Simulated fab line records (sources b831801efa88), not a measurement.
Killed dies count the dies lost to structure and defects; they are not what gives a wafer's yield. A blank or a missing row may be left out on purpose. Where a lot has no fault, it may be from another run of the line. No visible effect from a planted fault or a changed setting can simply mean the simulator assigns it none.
Which of the tools did it? ; flow sfqLine ; 15 lots with 44 wafers sampled at 2 steps, on a route of 325 steps

WHAT THE GAUGES READ, wafer by wafer
SFQ_M7_RS_MEAS_943: measures by four-point-probe. Usual: M7_NB_RS typically reads 0.886 ohm/sq, with standard deviation 0.0073.
lot;measured;on;M7_NB_RS (ohm/sq);flag
L295;day 68 08:20;filmMetro-04;0.893 0.897 0.894;
L296;day 68 15:32;filmMetro-04;0.891 0.890 0.881;
L297;day 68 17:55;filmMetro-04;0.894 0.885 0.885;
L301;day 72 20:25;filmMetro-02;0.886 0.877 0.883;
L303;day 73 01:07;filmMetro-01;0.639 0.638;OFF
L304;day 73 08:49;filmMetro-01;0.898 0.650 0.896;OFF
L305;day 73 16:02;filmMetro-02;0.641 0.887 0.637;OFF
L310;day 76 16:17;filmMetro-01;0.887 0.887 0.893;
L311;day 77 14:01;filmMetro-01;0.888 0.893 0.876;
L313;day 79 13:42;filmMetro-02;0.890 0.891 0.893;
L314;day 79 16:38;filmMetro-04;0.881 0.879 0.879;
L315;day 79 19:40;filmMetro-01;0.888 0.881 0.874;
L316;day 79 21:29;filmMetro-02;0.897 0.884 0.877;
L317;day 79 22:38;filmMetro-04;0.887 0.889 0.894;
L318;day 80 01:42;filmMetro-04;0.869 0.869 0.882;

EACH LOT AND THE TOOL THAT RAN IT (in order: tool; ch and the chambers of the sampled wafers; start)
lot;SFQ_TRILAYER_M7_DEP_SPUTTER_175
L295;pvdSputter-05, day 68 08:13
L296;pvdSputter-06, day 68 15:25
L297;pvdSputter-03, day 68 17:50
L301;pvdSputter-06, day 72 20:19
L303;pvdSputter-05, day 73 01:02
L304;pvdSputter-05, day 73 08:40
L305;pvdSputter-05, day 73 15:56
L310;pvdSputter-06, day 76 16:09
L311;pvdSputter-03, day 77 13:54
L313;pvdSputter-05, day 79 13:33
L314;pvdSputter-06, day 79 16:33
L315;pvdSputter-03, day 79 19:33
L316;pvdSputter-05, day 79 21:21
L317;pvdSputter-06, day 79 22:33
L318;pvdSputter-03, day 80 01:33
- SFQ_TRILAYER_M7_DEP_SPUTTER_175: material Nb, target thk 200 nm, time 133.3 s.

AS READ BY THE TOOLS THEMSELVES (means over the sampled wafers that have a number; for cases with no such wafer, the mark the record gives instead)
SFQ_TRILAYER_M7_DEP_SPUTTER_175. Usual: throttleValvePct at 30.0 %, with a standard deviation of 1.1.
lot;tool;throttleValvePct (%);flag
L295;pvdSputter-05;31.5;
L296;pvdSputter-06;29.3;
L297;pvdSputter-03;30.4;
L301;pvdSputter-06;29.3;
L303;pvdSputter-05;29.2;
L304;pvdSputter-05;30.0;
L305;pvdSputter-05;31.0;
L310;pvdSputter-06;29.2;
L311;pvdSputter-03;29.3;
L313;pvdSputter-05;30.3;
L314;pvdSputter-06;29.5;
L315;pvdSputter-03;29.2;
L316;pvdSputter-05;30.5;
L317;pvdSputter-06;30.0;
L318;pvdSputter-03;30.0;

THE ANSWER, worked out from the rows above alone
Rule: a lot counts as off when the mean over its wafers that have a number is more than 3 standard deviations away from the usual mean. A lot without any number at a reading at which 4 lots or more have one is off too. All remaining lots with rows at the step are treated as sound. Order of review: gauges by route order, followed by the tools' own readings, for which a lot's mean as printed above is used. The first step at which some lot is off is used, and at that step the reading that is off furthest; a lot without a number counts as furthest.
Off: L303, L304, L305, at SFQ_M7_RS_MEAS_943 (M7_NB_RS).
If a tool, at a process step before that reading, ran all the lots that are off and no sound lot after the first of them, it fits. The gauges at SFQ_M7_RS_MEAS_943 are tried like those tools. No candidate that was tried fits.

WHAT WAS PUT IN BY THE SIMULATOR
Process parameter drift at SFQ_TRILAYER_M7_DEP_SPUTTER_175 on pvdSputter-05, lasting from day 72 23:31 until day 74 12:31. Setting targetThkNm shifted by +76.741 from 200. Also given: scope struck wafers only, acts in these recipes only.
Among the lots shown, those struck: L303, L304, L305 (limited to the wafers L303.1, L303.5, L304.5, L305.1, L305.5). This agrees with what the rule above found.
